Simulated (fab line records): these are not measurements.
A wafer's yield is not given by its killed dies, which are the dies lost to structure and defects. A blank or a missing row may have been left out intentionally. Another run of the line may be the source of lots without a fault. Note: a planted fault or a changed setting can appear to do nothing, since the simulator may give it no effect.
fab line records	flow gf180mcu	part 1 of 2: steps 1 to 26 of 36
[record] lots = 5	wafers = 15	lastDay = 33
route steps=602 shown M1@319 V1@335
lots that met no fault: from a run of the same line without faults
startH: start of the lot's first displayed wafer, in hours after the record's first day	waitH: how many hours have passed since the lot's step before this one	" as in the row above	L1.1+2: a single row standing in for several wafers	- no value present, or no start provided	* or withheld: withheld	< > ~ a bound
route shown NAME@n: a module of which the file shows steps, and the number in the route of the first	usual: mean/standard deviation of fault-free wafers	same: alike in all rows	chamber/n: place in a boat	sites: readings site by site	_std_site: the values' standard deviation	_edge_site: inner sites' mean taken away from outer sites' mean	radiusMm: for every site, how far away it sits from the centre of the wafer	mask NAME#n: copy n	behind: the most recent tool/chamber to have shaped the wafer	hold: reason for holding the lot/hours on hold/outcome of the hold	device: names the non-switching transistor (n, p or np)	end of line: at the end of the route, the tests of the same wafers	for a step that has no rows: nothing shown but its recipe	killed: dies lost to structure and defects at the first sort, not the wafer's yield	map: a wafer's dies, x killed, . not, _ none there
set.NAME: the run value of the setting; set.NAME@STEP: its run value at that earlier step	model.NAME: the simulator's own value behind a step, which no gauge read
lots seen at some steps along the route; tables by step, rows by wafer
services: from which hour (startH, from the record's first day; less than 0 if before it) a tool's chamber was out of use, for how many hours, and why
[[steps]]
[step GF_M1_SPUTTER_04]
[recipe] material = TiN	targetThkNm = 50	powerW = 6500	timeS = 41.7	chamberPressurePa = 0.4
[usual] throttleValvePct = 30.2/1.1
lot.wafer	tool	chamber	startH	waitH	throttleValvePct
L077.1	pvdSputter-01	-	393.77	0.0	29.0
L077.2	"	-	"	"	31.8
L077.4	"	-	"	"	29.6
L080.3	pvdSputter-03	-	429.56	0.0	30.6
L080.4	"	-	"	"	27.6
L080.6	"	-	"	"	31.4
L084.1	pvdSputter-04	-	461.45	0.0	30.0
L084.4	"	-	"	"	29.8
L084.6	"	-	"	"	30.9
L087.2	pvdSputter-01	-	480.71	0.0	29.6
L087.3	"	-	"	"	29.8
L087.6	"	-	"	"	31.7
L090.2	pvdSputter-04	-	508.97	0.0	31.1
L090.4	"	-	"	"	30.1
L090.6	"	-	"	"	31.2
[step GF_M1_RS_MEAS_05]
[recipe] thkMeasGauge = four-point-probe	reads = TiN_of_M1_SPUTTER_04+Ti_of_M1_SPUTTER_03+AlCu_of_M1_SPUTTER_02+TiN_of_M1_SPUTTER_01+Ti_of_M1_SPUTTER_00
[usual] M1_ALCU_RS = 0.0698/0.00084
lot.wafer	tool	chamber	startH	waitH	M1_ALCU_RS[ohm/sq]
L077.1	filmMetro-03	-	393.81	0.0	0.0709
L077.2	"	-	"	"	0.0710
L077.4	"	-	"	"	0.0706
L080.3	filmMetro-04	-	429.64	0.1	0.0694
L080.4	"	-	"	"	0.0695
L080.6	"	-	"	"	0.0700
L084.1	filmMetro-03	-	461.49	0.0	0.0700
L084.4	"	-	"	"	0.0704
L084.6	"	-	"	"	0.0704
L087.2	filmMetro-04	-	480.77	0.0	0.0699
L087.3	"	-	"	"	0.0698
L087.6	"	-	"	"	0.0700
L090.2	filmMetro-03	-	509.03	0.0	0.0693
L090.4	"	-	"	"	0.0701
L090.6	"	-	"	"	0.0694
[step GF_M1_THK_MEAS_06]
[recipe] thkMeasGauge = xrf	reads = AlCu_of_M1_SPUTTER_02
[usual] M1_ALCU_THK = 445/5.8
lot.wafer	tool	chamber	startH	waitH	M1_ALCU_THK[nm]
L077.1	filmMetro-03	-	393.93	0.1	436
L077.2	"	-	"	"	433
L077.4	"	-	"	"	436
L080.3	filmMetro-04	-	429.74	0.1	450
L080.4	"	-	"	"	448
L080.6	"	-	"	"	443
L084.1	filmMetro-03	-	461.61	0.1	438
L084.4	"	-	"	"	434
L084.6	"	-	"	"	439
L087.2	filmMetro-04	-	480.88	0.1	445
L087.3	"	-	"	"	446
L087.6	"	-	"	"	447
L090.2	filmMetro-03	-	509.14	0.1	448
L090.4	"	-	"	"	443
L090.6	"	-	"	"	447
[step GF_M1_DEHYDRATE_07]
[recipe] tempC = 200	timeS = 60
[usual] resistLineTempC = 23.00/0.09
lot.wafer	tool	chamber	startH	waitH	resistLineTempC
L077.1	lithoTrack-04	0	405.05	11.1	23.10
L077.2	"	0	"	"	23.12
L077.4	"	0	"	"	23.12
L080.3	lithoTrack-01	0	440.52	10.8	23.21
L080.4	"	0	"	"	23.16
L080.6	"	0	"	"	22.99
L084.1	lithoTrack-01	0	472.97	11.4	23.01
L084.4	"	0	"	"	23.06
L084.6	"	0	"	"	23.02
L087.2	lithoTrack-01	0	492.75	11.9	23.00
L087.3	"	0	"	"	22.93
L087.6	"	0	"	"	22.81
L090.2	lithoTrack-03	0	520.39	11.2	22.98
L090.4	"	0	"	"	23.03
L090.6	"	0	"	"	22.72
[step GF_M1_HMDS_08]
[recipe] primeTimeS = 60	primeTempC = 120
[usual] primeTempC = 119.98/0.12	resistLineTempC = 23.00/0.11
[same] primeTimeS = 60
lot.wafer	tool	chamber	startH	waitH	primeTempC	resistLineTempC
L077.1	lithoTrack-04	0	405.20	0.1	119.90	23.02
L077.2	"	0	"	"	120.10	22.95
L077.4	"	0	"	"	119.99	23.09
L080.3	lithoTrack-01	0	440.67	0.1	119.90	22.95
L080.4	"	0	"	"	119.97	22.95
L080.6	"	0	"	"	120.01	22.99
L084.1	lithoTrack-01	0	473.12	0.1	119.85	22.93
L084.4	"	0	"	"	120.02	22.91
L084.6	"	0	"	"	120.20	23.03
L087.2	lithoTrack-01	0	492.90	0.1	119.86	23.06
L087.3	"	0	"	"	119.99	23.17
L087.6	"	0	"	"	119.98	23.15
L090.2	lithoTrack-03	0	520.54	0.1	120.07	23.02
L090.4	"	0	"	"	119.89	23.14
L090.6	"	0	"	"	119.96	22.96
[step GF_M1_COAT_09]
[recipe] resist = KrF	spinRpm = withheld	resistThkNm = 1000
[usual] resistLineTempC = 23.01/0.1
lot.wafer	tool	chamber	startH	waitH	resistLineTempC
L077.1	lithoTrack-04	0	405.35	0.1	22.95
L077.2	"	0	"	"	22.87
L077.4	"	0	"	"	23.00
L080.3	lithoTrack-01	0	440.82	0.1	23.13
L080.4	"	0	"	"	23.02
L080.6	"	0	"	"	22.90
L084.1	lithoTrack-01	0	473.27	0.1	23.14
L084.4	"	0	"	"	23.04
L084.6	"	0	"	"	23.21
L087.2	lithoTrack-01	0	493.05	0.1	22.95
L087.3	"	0	"	"	22.87
L087.6	"	0	"	"	23.09
L090.2	lithoTrack-03	0	520.69	0.1	23.04
L090.4	"	0	"	"	22.98
L090.6	"	0	"	"	22.96
[step GF_M1_SOFTBAKE_10]
[recipe] tempC = 130	timeS = 60	resist = KrF
[usual] resistLineTempC = 23.01/0.1
lot.wafer	tool	chamber	startH	waitH	resistLineTempC
L077.1	lithoTrack-04	0	405.50	0.1	22.94
L077.2	"	0	"	"	23.00
L077.4	"	0	"	"	22.94
L080.3	lithoTrack-01	0	440.97	0.1	23.13
L080.4	"	0	"	"	23.12
L080.6	"	0	"	"	23.23
L084.1	lithoTrack-01	0	473.42	0.1	23.20
L084.4	"	0	"	"	23.20
L084.6	"	0	"	"	23.12
L087.2	lithoTrack-01	0	493.20	0.1	23.13
L087.3	"	0	"	"	23.09
L087.6	"	0	"	"	23.07
L090.2	lithoTrack-03	0	520.84	0.1	22.94
L090.4	"	0	"	"	22.98
L090.6	"	0	"	"	23.15
[step GF_M1_EXPOSE_11]
[recipe] maskId = Metal1	targetCdNm = 230	na = 0.68	sourceShape = conventional	sigmaOuter = 0.6	doseMj = 28
lot.wafer	tool	chamber	startH	waitH	mask
L077.1+2+4	krfScanner-02	0	-	-	Metal1#0
L080.3+4+6	krfScanner-01	0	-	-	Metal1#0
L084.1+4+6	krfScanner-01	0	-	-	Metal1#0
L087.2+3+6	krfScanner-01	0	-	-	Metal1#0
L090.2+4+6	krfScanner-02	0	-	-	Metal1#0
[step GF_M1_PEB_12]
[recipe] pebTempC = 135	pebTimeS = 90	resist = KrF
[usual] resistLineTempC = 23.00/0.11
lot.wafer	tool	chamber	startH	waitH	resistLineTempC
L077.1	lithoTrack-03	0	-	-	22.98
L077.2	"	0	"	"	23.06
L077.4	"	0	"	"	23.08
L080.3	lithoTrack-01	0	-	-	23.19
L080.4	"	0	"	"	22.97
L080.6	"	0	"	"	23.29
L084.1	lithoTrack-01	0	-	-	23.02
L084.4	"	0	"	"	22.98
L084.6	"	0	"	"	23.23
L087.2	lithoTrack-01	0	-	-	22.85
L087.3	"	0	"	"	22.99
L087.6	"	0	"	"	22.99
L090.2	lithoTrack-01	0	-	-	23.03
L090.4	"	0	"	"	22.94
L090.6	"	0	"	"	22.97
[step GF_M1_DEVELOP_13]
[recipe] developTimeS = 60	devTempC = 21
[usual] resistLineTempC = 23.00/0.12
lot.wafer	tool	chamber	startH	waitH	resistLineTempC
L077.1	lithoTrack-03	0	417.77	0.2	22.98
L077.2	"	0	"	"	22.95
L077.4	"	0	"	"	23.07
L080.3	lithoTrack-01	0	452.87	0.1	22.87
L080.4	"	0	"	"	22.97
L080.6	"	0	"	"	22.88
L084.1	lithoTrack-01	0	485.42	0.2	23.17
L084.4	"	0	"	"	22.97
L084.6	"	0	"	"	23.25
L087.2	lithoTrack-01	0	505.45	0.2	22.85
L087.3	"	0	"	"	22.97
L087.6	"	0	"	"	22.91
L090.2	lithoTrack-01	0	531.50	0.2	22.97
L090.4	"	0	"	"	22.95
L090.6	"	0	"	"	23.04
[step GF_M1_CD_MEAS_14]
[recipe] targetCdNm = 230
[usual] cdNm = 230.0/1.4
lot.wafer	tool	chamber	startH	waitH	cdNm
L077.1	cdSem-01	-	417.92	0.1	230.4
L077.2	"	-	"	"	230.5
L077.4	"	-	"	"	229.2
L080.3	cdSem-01	-	453.01	0.1	231.2
L080.4	"	-	"	"	230.2
L080.6	"	-	"	"	231.3
L084.1	cdSem-01	-	485.57	0.1	230.1
L084.4	"	-	"	"	231.1
L084.6	"	-	"	"	230.4
L087.2	cdSem-01	-	505.59	0.1	229.0
L087.3	"	-	"	"	229.3
L087.6	"	-	"	"	229.1
L090.2	cdSem-01	-	531.64	0.1	230.1
L090.4	"	-	"	"	229.6
L090.6	"	-	"	"	231.0
[step GF_M1_OVL_MEAS_15]
[usual] M1_OVL = -2/5.4
lot.wafer	tool	chamber	startH	waitH	M1_OVL[nm]
L077.1	overlay-02	-	418.04	0.1	6
L077.2	"	-	"	"	7
L077.4	"	-	"	"	3
L080.3	overlay-02	-	453.57	0.5	-5
L080.4	"	-	"	"	-8
L080.6	"	-	"	"	-3
L084.1	overlay-01	-	485.69	0.1	-4
L084.4	"	-	"	"	-4
L084.6	"	-	"	"	-8
L087.2	overlay-02	-	505.70	0.1	3
L087.3	"	-	"	"	0
L087.6	"	-	"	"	-1
L090.2	overlay-02	-	531.75	0.1	1
L090.4	"	-	"	"	-6
L090.6	"	-	"	"	-3
[step GF_M1_METAL_ETCH_16]
[recipe] chemistry = Cl2/BCl3	maskMaterial = KrF	targetDepthNm = 750.8	stopOn = SiO2	pressureMtorr = 8	icpW = 800	biasW = 140	Cl2_flow_sccm = 80	bcl3FlowSccm = 40	timeS = 125.1
[usual] drypumpMotorCurrentA = 5.6/0.56	oesProductAu = 0.991/0.0059	throttleValvePct = 28.229/0.0097
lot.wafer	tool	chamber	startH	waitH	drypumpMotorCurrentA	oesProductAu	rfHoursCounterH	throttleValvePct
L077.1	rieMetal-03	1	418.07	0.0	4.8	0.982	7	28.218
L077.2	"	0	"	"	5.3	0.988	12	28.214
L077.4	"	0	"	"	5.3	1.000	-	28.239
L080.3	rieMetal-03	0	453.64	0.1	5.3	0.994	-	28.240
L080.4	"	1	"	"	4.8	0.981	-	28.225
L080.6	"	0	"	"	5.3	0.996	-	28.221
L084.1	rieMetal-04	1	485.73	0.0	6.5	0.993	8	28.220
L084.4	"	1	"	"	6.5	0.993	-	28.234
L084.6	"	1	"	"	6.5	0.993	-	28.233
L087.2	rieMetal-02	1	505.73	0.0	5.1	0.998	5	28.219
L087.3	"	0	"	"	5.8	1.000	-	28.217
L087.6	"	1	"	"	5.1	1.003	-	28.226
L090.2	rieMetal-02	0	531.78	0.0	5.8	0.984	9	28.235
L090.4	"	1	"	"	5.1	0.992	-	28.234
L090.6	"	1	"	"	5.1	0.993	-	28.231
[step GF_M1_STRIP_17]
[recipe] chemistry = O2/N2	powerW = 1400	pressureMtorr = 1500	platenTempC = 250	o2FlowSccm = 3000	n2FlowSccm = 300	overashFraction = 0.5
[usual] drypumpMotorCurrentA = 5.7/0.35	heaterPowerW = 334/29	oesProductAu = 0.536/0.0054	stripTimeToEndpointS = 7.37/0.055
lot.wafer	tool	chamber	startH	waitH	drypumpMotorCurrentA	heaterPowerW	oesProductAu	rfHoursCounterH	stripTimeToEndpointS
L077.1	plasmaAsher-04	1	418.25	0.1	5.8	348	0.540	62	7.40
L077.2	"	0	"	"	5.9	361	0.537	62	7.40
L077.4	"	0	"	"	5.8	353	0.532	-	7.35
L080.3	plasmaAsher-03	1	453.78	0.1	5.7	373	0.528	-	7.38
L080.4	"	0	"	"	5.7	329	0.541	-	7.42
L080.6	"	0	"	"	5.7	339	0.523	-	7.33
L084.1	plasmaAsher-03	1	485.99	0.2	5.7	372	0.539	38	7.47
L084.4	"	1	"	"	5.7	374	0.536	-	7.38
L084.6	"	0	"	"	5.7	328	0.546	-	7.42
L087.2	plasmaAsher-01	1	505.86	0.1	4.9	280	0.533	8	7.29
L087.3	"	1	"	"	4.9	280	0.536	-	7.41
L087.6	"	0	"	"	6.2	312	0.528	-	7.30
L090.2	plasmaAsher-04	0	531.91	0.1	5.9	345	0.539	74	7.33
L090.4	"	1	"	"	5.8	346	0.530	-	7.26
L090.6	"	0	"	"	5.8	357	0.531	-	7.24
[step GF_M1_STRIP_18]
[recipe] chemistry = postEtchResidueRemover	timeS = 1200	tempC = 72.5
lot.wafer	tool	chamber	startH	waitH
L077.1+2+4	wetBench-04	2	418.35	0.1
L080.3+4+6	wetBench-02	0	453.96	0.1
L084.1+4+6	wetBench-04	2	486.09	0.1
L087.2+3+6	wetBench-03	0	505.96	0.1
L090.2+4+6	wetBench-03	2	532.01	0.1
[step GF_M1_CLEAN_19]
[recipe] chemistry = DIW	dry = n2Spin
lot.wafer	tool	chamber	startH	waitH
L077.1+2+4	wetBench-03	3	418.69	0.0
L080.3+4+6	wetBench-04	3	454.30	0.0
L084.1+4+6	wetBench-02	1	486.43	0.0
L087.2+3+6	wetBench-02	0	506.30	0.0
L090.2+4+6	wetBench-04	2	532.35	0.0
[step GF_V1_CVD_00]
[recipe] material = SiO2	targetThkNm = 600	sigmaOpenFrac = 0.3	tempC = 400	timeS = 100	sih4FlowSccm = 60	pressureMtorr = 6
[usual] pressureMtorr = 6.000/0.011
lot.wafer	tool	chamber	startH	waitH	pressureMtorr
L077.1	hdpcvd-01	1	418.78	0.0	6.023
L077.2	"	0	"	"	6.015
L077.4	"	2	"	"	5.986
L080.3	hdpcvd-02	2	454.40	0.0	6.002
L080.4	"	0	"	"	6.010
L080.6	"	2	"	"	5.997
L084.1	hdpcvd-01	1	486.52	0.0	5.990
L084.4	"	2	"	"	6.012
L084.6	"	1	"	"	6.008
L087.2	hdpcvd-01	0	506.40	0.0	6.007
L087.3	"	2	"	"	5.997
L087.6	"	2	"	"	5.993
L090.2	hdpcvd-02	0	532.44	0.0	6.006
L090.4	"	2	"	"	6.007
L090.6	"	1	"	"	5.989
[step GF_V1_THK_MEAS_01]
[recipe] reads = SiO2_of_V1_CVD_00
[usual] V1_CVD_00_THK = 598/7.4
lot.wafer	tool	chamber	startH	waitH	V1_CVD_00_THK[nm]
L077.1	filmMetro-03	-	418.85	0.0	599
L077.2	"	-	"	"	602
L077.4	"	-	"	"	608
L080.3	filmMetro-03	-	454.50	0.1	596
L080.4	"	-	"	"	589
L080.6	"	-	"	"	591
L084.1	filmMetro-01	-	486.59	0.0	606
L084.4	"	-	"	"	612
L084.6	"	-	"	"	601
L087.2	filmMetro-01	-	506.48	0.0	602
L087.3	"	-	"	"	604
L087.6	"	-	"	"	609
L090.2	filmMetro-01	-	532.52	0.0	591
L090.4	"	-	"	"	600
L090.6	"	-	"	"	595
[step GF_V1_CVD_02]
[recipe] material = SiO2	targetThkNm = 850	precursor = TEOS	tempC = 400	timeS = 94.851	rfW = 600
[usual] heaterPowerW = 638/81
lot.wafer	tool	chamber	startH	waitH	heaterPowerW
L077.1	pecvd-01	1	418.91	0.1	685
L077.2	"	0	"	"	589
L077.4	"	2	"	"	675
L080.3	pecvd-03	2	454.54	0.0	783
L080.4	"	2	"	"	848
L080.6	"	1	"	"	460
L084.1	pecvd-01	2	486.65	0.1	594
L084.4	"	2	"	"	638
L084.6	"	1	"	"	559
L087.2	pecvd-01	0	506.53	0.0	587
L087.3	"	1	"	"	642
L087.6	"	0	"	"	616
L090.2	pecvd-02	1	532.57	0.0	583
L090.4	"	0	"	"	778
L090.6	"	2	"	"	722
[step GF_V1_THK_MEAS_03]
[recipe] reads = SiO2_of_V1_CVD_02
[usual] V1_CVD_02_THK = 847/9.1
lot.wafer	tool	chamber	startH	waitH	V1_CVD_02_THK[nm]
L077.1	filmMetro-01	-	418.98	0.0	836
L077.2	"	-	"	"	838
L077.4	"	-	"	"	852
L080.3	filmMetro-02	-	454.62	0.1	852
L080.4	"	-	"	"	861
L080.6	"	-	"	"	860
L084.1	filmMetro-02	-	486.72	0.0	840
L084.4	"	-	"	"	857
L084.6	"	-	"	"	842
L087.2	filmMetro-03	-	506.61	0.0	836
L087.3	"	-	"	"	838
L087.6	"	-	"	"	841
L090.2	filmMetro-02	-	532.65	0.0	847
L090.4	"	-	"	"	853
L090.6	"	-	"	"	858
[step GF_V1_CMP_04]
[recipe] material = SiO2	downForcePsi = 4	platenRpm = 60	padVelocityMS = 0.94248
[usual] motorCurrentA = 12.7/1	retainingRingPressureFrac = 1.000/0.0047	timeToEndpointS = 80/5.2
lot.wafer	tool	chamber	startH	waitH	motorCurrentA	retainingRingPressureFrac	timeToEndpointS
L077.1	cmp-02	3	419.09	0.1	12.0	1.001	75
L077.2	"	0	"	"	12.0	1.001	77
L077.4	"	1	"	"	13.9	0.994	79
L080.4	cmp-01	3	454.71	0.1	12.2	0.989	85
L080.3	"	0	"	"	12.6	1.005	84
L080.6	"	3	"	"	11.5	0.999	86
L084.1	cmp-01	1	486.83	0.1	14.3	0.996	79
L084.4	"	3	"	"	11.6	1.011	81
L084.6	"	1	"	"	13.5	0.997	83
L087.2	cmp-02	3	506.66	0.0	12.4	0.998	72
L087.3	"	2	"	"	13.8	1.002	73
L087.6	"	0	"	"	12.2	0.992	72
L090.4	cmp-01	2	533.09	0.4	11.3	1.001	87
L090.2	"	3	"	"	12.3	1.002	81
L090.6	"	3	"	"	12.6	1.003	92
[step GF_V1_BOW_MEAS_05]
[recipe] mode = bow
[usual] V1_BOW = 81/7.1
lot.wafer	tool	chamber	startH	waitH	V1_BOW[um]
L077.1	filmMetro-03	-	419.34	0.2	83
L077.2	"	-	"	"	74
L077.4	"	-	"	"	68
L080.3	filmMetro-02	-	455.00	0.2	82
L080.4	"	-	"	"	72
L080.6	"	-	"	"	81
L084.1	filmMetro-01	-	487.08	0.2	84
L084.4	"	-	"	"	88
L084.6	"	-	"	"	78
L087.2	filmMetro-02	-	506.98	0.3	71
L087.3	"	-	"	"	75
L087.6	"	-	"	"	90
L090.2	filmMetro-01	-	533.41	0.2	87
L090.4	"	-	"	"	91
L090.6	"	-	"	"	81
[step GF_V1_DEHYDRATE_06]
[recipe] tempC = 200	timeS = 60
[usual] resistLineTempC = 23.00/0.11
lot.wafer	tool	chamber	startH	waitH	resistLineTempC
L077.1	lithoTrack-01	0	430.77	11.4	23.01
L077.2	"	0	"	"	23.08
L077.4	"	0	"	"	23.19
L080.3	lithoTrack-02	0	465.98	11.0	22.91
L080.4	"	0	"	"	22.92
L080.6	"	0	"	"	22.98
L084.1	lithoTrack-04	0	498.35	11.2	22.87
L084.4	"	0	"	"	22.85
L084.6	"	0	"	"	22.89
L087.2	lithoTrack-01	0	518.25	11.2	22.76
L087.3	"	0	"	"	22.90
L087.6	"	0	"	"	22.78
L090.2	lithoTrack-04	0	544.43	11.0	23.14
L090.4	"	0	"	"	23.12
L090.6	"	0	"	"	23.12
[step GF_V1_HMDS_07]
[recipe] primeTimeS = 60	primeTempC = 120
[usual] primeTempC = 120.01/0.14	resistLineTempC = 22.98/0.1
[same] primeTimeS = 60
lot.wafer	tool	chamber	startH	waitH	primeTempC	resistLineTempC
L077.1	lithoTrack-01	0	430.92	0.1	120.07	22.76
L077.2	"	0	"	"	120.07	22.91
L077.4	"	0	"	"	120.05	22.95
L080.3	lithoTrack-02	0	466.13	0.1	119.88	23.09
L080.4	"	0	"	"	120.29	23.06
L080.6	"	0	"	"	120.07	23.06
L084.1	lithoTrack-04	0	498.50	0.1	120.15	22.93
L084.4	"	0	"	"	120.11	22.98
L084.6	"	0	"	"	119.96	23.13
L087.2	lithoTrack-01	0	518.40	0.1	120.00	22.84
L087.3	"	0	"	"	120.03	23.05
L087.6	"	0	"	"	120.01	22.89
L090.2	lithoTrack-04	0	544.58	0.1	119.79	23.09
L090.4	"	0	"	"	120.18	22.87
L090.6	"	0	"	"	120.02	23.11
[step GF_V1_COAT_08]
[recipe] resist = BARC	tempC = withheld	timeS = withheld	spinRpm = withheld	resistThkNm = withheld
[usual] resistLineTempC = *
lot.wafer	tool	chamber	startH	waitH	resistLineTempC
L077.1	lithoTrack-01	0	431.07	0.1	*
L077.2	"	0	"	"	*
L077.4	"	0	"	"	*
L080.3	lithoTrack-02	0	466.28	0.1	*
L080.4	"	0	"	"	*
L080.6	"	0	"	"	*
L084.1	lithoTrack-04	0	498.65	0.1	*
L084.4	"	0	"	"	*
L084.6	"	0	"	"	*
L087.2	lithoTrack-01	0	518.55	0.1	*
L087.3	"	0	"	"	*
L087.6	"	0	"	"	*
L090.2	lithoTrack-04	0	544.73	0.1	*
L090.4	"	0	"	"	*
L090.6	"	0	"	"	*
[step GF_V1_COAT_09]
[recipe] resist = KrF	spinRpm = withheld	resistThkNm = 1000
[usual] resistLineTempC = 22.99/0.11
lot.wafer	tool	chamber	startH	waitH	resistLineTempC
L077.1	lithoTrack-01	0	-	-	23.00
L077.2	"	0	"	"	23.03
L077.4	"	0	"	"	22.93
L080.3	lithoTrack-02	0	-	-	23.07
L080.4	"	0	"	"	23.02
L080.6	"	0	"	"	23.15
L084.1	lithoTrack-04	0	-	-	23.01
L084.4	"	0	"	"	23.05
L084.6	"	0	"	"	23.03
L087.2	lithoTrack-01	0	-	-	22.71
L087.3	"	0	"	"	22.97
L087.6	"	0	"	"	22.83
L090.2	lithoTrack-04	0	-	-	23.09
L090.4	"	0	"	"	23.00
L090.6	"	0	"	"	23.05
